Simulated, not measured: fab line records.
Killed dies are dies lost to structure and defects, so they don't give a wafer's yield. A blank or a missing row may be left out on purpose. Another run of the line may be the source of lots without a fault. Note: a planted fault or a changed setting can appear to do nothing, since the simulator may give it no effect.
A struck lot beside a sound one :: flow gf180mcu :: 15 out of 602 route steps
Sound: wafers L323.1, L323.3, L323.6. Struck: wafers L339.3, L339.6. (L339.2 of the same lot was not struck and is left out.) The cause comes at the end.
Order at every step that has rows: each side's tool, ch and its chambers, its first start. Under that, the readings that differ: sound wafers :: struck wafers :: difference of the means :: sigmas: that difference in standard deviations of wafers without a fault.
alike: readings with means less than 2 such deviations apart, plus words and numbers identical on both sides. not compared: withheld readings, readings lacking a value on some wafer, bounds such as >300 that could conceal the same value, and numbers that have no deviation in the record and whose values overlap.
The two part at a step that has a row with sigmas, a row that says differs or no value, or rows on one side only. Non-overlapping numbers with no deviation appear without sigmas and do not part them. A reading missing from all wafers of one side parts the sides only when that side holds two or more wafers.

first, 4 steps without rows for these wafers: GF_CONTACT_SOFTBAKE_10 (time 60 s); GF_CONTACT_EXPOSE_11 (exposes mask Contact, target cd 220 nm); GF_CONTACT_PEB_12 (peb time 90 s); GF_CONTACT_DEVELOP_13 (develop time 60 s).
GF_CONTACT_CD_MEAS_14: target cd 220 nm.
  sound on cdSem-02, day 17 00:15; struck on cdSem-01, day 22 23:43
  alike: cdNm
GF_CONTACT_OVL_MEAS_15:
  sound on overlay-02, day 17 00:22; struck on overlay-02, day 22 23:50
  alike: CONTACT_OVL
GF_CONTACT_ETCH_16: etches BARC in N2/H2.
  sound on rieDiel-03 ch 0,1,3, day 17 00:25; struck on rieDiel-04 ch 3, day 22 23:52
  alike: drypumpMotorCurrentA, oesProductAu, throttleValvePct
GF_CONTACT_ETCH_17: etches SiO2 in C4F8/O2/Ar, stops on CoSi2, target depth 860 nm.
  sound on rieDiel-03 ch 0,1,3; struck on rieDiel-04 ch 3
  alike: oesProductAu
GF_CONTACT_STRIP_18: strips in O2/N2.
  sound on plasmaAsher-02 ch 1, day 17 00:34; struck on plasmaAsher-02 ch 0,1, day 23 00:01
  alike: drypumpMotorCurrentA, heaterPowerW, oesProductAu
  not compared: rfHoursCounterH
then, 3 steps without rows for these wafers: GF_CONTACT_CLEAN_19 (cleans in SPM); GF_CONTACT_CLEAN_20 (cleans in DIW); GF_CONTACT_CLEAN_21 (cleans in dHF, time 20 s).
GF_CONTACT_SPUTTER_22: material Ti, target thk 15 nm, time 80.02 s.
  sound on pvdSputter-04, day 17 00:52; struck on pvdSputter-04, day 23 00:19
reading: chamberPressurePa (Pa)
sound: 4.994 4.990 4.993
struck: 5.942 5.946
difference: +0.952
sigmas: +87

reading: throttleValvePct (%)
sound: 31.3 30.0 30.7
struck: 28.4 28.1
difference: -2.4
sigmas: -3

reading: model.Ti_of_CONTACT_SPUTTER_22.thkNm (nm)
sound: 15.23 15.01 15.12
struck: 12.77 12.91
difference: -2.28
sigmas: 
GF_CONTACT_SPUTTER_23: material TiN, target thk 10 nm, time 40 s.
  sound on pvdSputter-04, day 17 00:56; struck on pvdSputter-04, day 23 00:23
  alike: chamberPressurePa, throttleValvePct
then, 1 step without rows for these wafers: GF_PASSIVATION_PROBE_99.

WHERE THEY PART
Only at GF_CONTACT_SPUTTER_22, within this record. Later steps at which nothing parts them and some readings are alike: GF_CONTACT_SPUTTER_23.

WHY: what had been put in by the simulator
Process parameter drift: pvdSputter-04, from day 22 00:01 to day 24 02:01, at GF_CONTACT_SPUTTER_22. Setting chamberPressurePa, moved by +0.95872, from 5. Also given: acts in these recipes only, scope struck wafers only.
